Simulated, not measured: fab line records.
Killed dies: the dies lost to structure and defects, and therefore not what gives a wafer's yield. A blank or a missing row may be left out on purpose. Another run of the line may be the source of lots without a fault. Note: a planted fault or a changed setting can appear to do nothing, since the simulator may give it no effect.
Chamber matching -- flow sky130 -- SKY_VIA2_CMP_24 on cmp-02: 4 sister chambers
The step polishes, stops on SiO2, t overpolish 20 s, target thk 0 nm. 30 wafers are shown with their chamber, then 12 later ones without.

EACH WAFER AND ITS CHAMBER
wafer,chamber,motor_current_A (A),overpolish_run_s (s),time_to_endpoint_s (s)
L074.2,1,12.3,19.991,101
L074.3,0,10.8,20.004,97
L074.5,0,10.2,19.996,99
L077.2,0,10.4,19.998,104
L077.5,0,10.1,19.997,99
L077.6,1,11.6,20.001,102
L076.1,0,10.0,19.999,100
L076.5,3,12.5,20.010,103
L076.6,2,13.6,20.010,106
L078.2,0,10.4,19.997,105
L078.3,1,11.6,20.006,103
L078.4,2,13.4,19.990,106
L079.1,1,11.8,20.005,101
L079.2,3,11.7,20.005,105
L079.6,2,13.2,19.989,102
L083.3,0,10.4,20.003,99
L083.4,2,13.4,20.007,101
L083.6,2,14.3,20.000,104
L086.1,0,10.4,19.994,105
L086.2,2,13.4,19.995,99
L086.6,2,13.2,19.988,101
L088.1,0,10.7,20.003,103
L088.5,1,12.0,20.014,101
L088.6,0,10.4,20.013,100
L090.4,2,13.8,19.982,99
L090.5,1,11.3,20.001,101
L090.6,2,13.8,20.000,102
L092.4,0,10.7,19.994,96
L092.5,2,12.9,19.996,101
L092.6,3,12.3,20.001,102

SIGNATURES (means of the wafers above)
reading,chamber 0,chamber 1,chamber 2,chamber 3,scatter within a chamber
motor_current_A,10.409,11.767,13.500,12.167,0.339
overpolish_run_s,19.99982,20.00300,19.99570,20.00533,0.00716
time_to_endpoint_s,100.64,101.50,102.10,103.33,2.51
Rule: distance of a wafer from a chamber = root of the sum over the readings of ((wafer's reading minus chamber's mean) / reading's scatter) squared. If the next closest chamber is less than 2 further off than the closest, the wafer can't be placed; otherwise it belongs to the closest. The scatter is the square root of a quotient: the sum, over the shown wafers, of each reading's squared deviation from its chamber's mean, divided by wafers minus chambers.

WAFERS MISSING THEIR CHAMBER
wafer,motor_current_A (A),overpolish_run_s (s),time_to_endpoint_s (s)
L089.2,12.8,20.010,105
L089.4,12.3,19.995,95
L089.5,11.9,20.018,95
L094.1,10.7,20.009,98
L094.3,11.7,19.986,99
L094.6,11.8,20.019,97
L095.1,12.7,19.978,104
L095.5,13.5,20.006,108
L095.6,12.0,20.007,106
L097.1,10.6,19.995,102
L097.2,11.9,20.000,99
L097.5,12.6,19.981,99

WHICH CHAMBER EACH WENT THROUGH
wafer,from the rows above,in truth
L089.2,can't be placed: 3 or 2 or 1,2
L089.4,can't be placed: 1 or 3 or 2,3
L089.5,can't be placed: 1 or 3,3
L094.1,can't be placed: 0 or 1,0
L094.3,can't be placed: 1 or 3 or 0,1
L094.6,can't be placed: 1 or 3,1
L095.1,can't be placed: 2 or 3 or 1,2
L095.5,can't be placed: 2 or 3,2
L095.6,can't be placed: 3 or 1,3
L097.1,0,0
L097.2,can't be placed: 1 or 3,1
L097.5,can't be placed: 2 or 3 or 1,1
Placed correctly: 1 of 12. Unplaceable from these rows: 11, with the true chamber sitting among the candidates in 11. Number placed wrongly: 0.
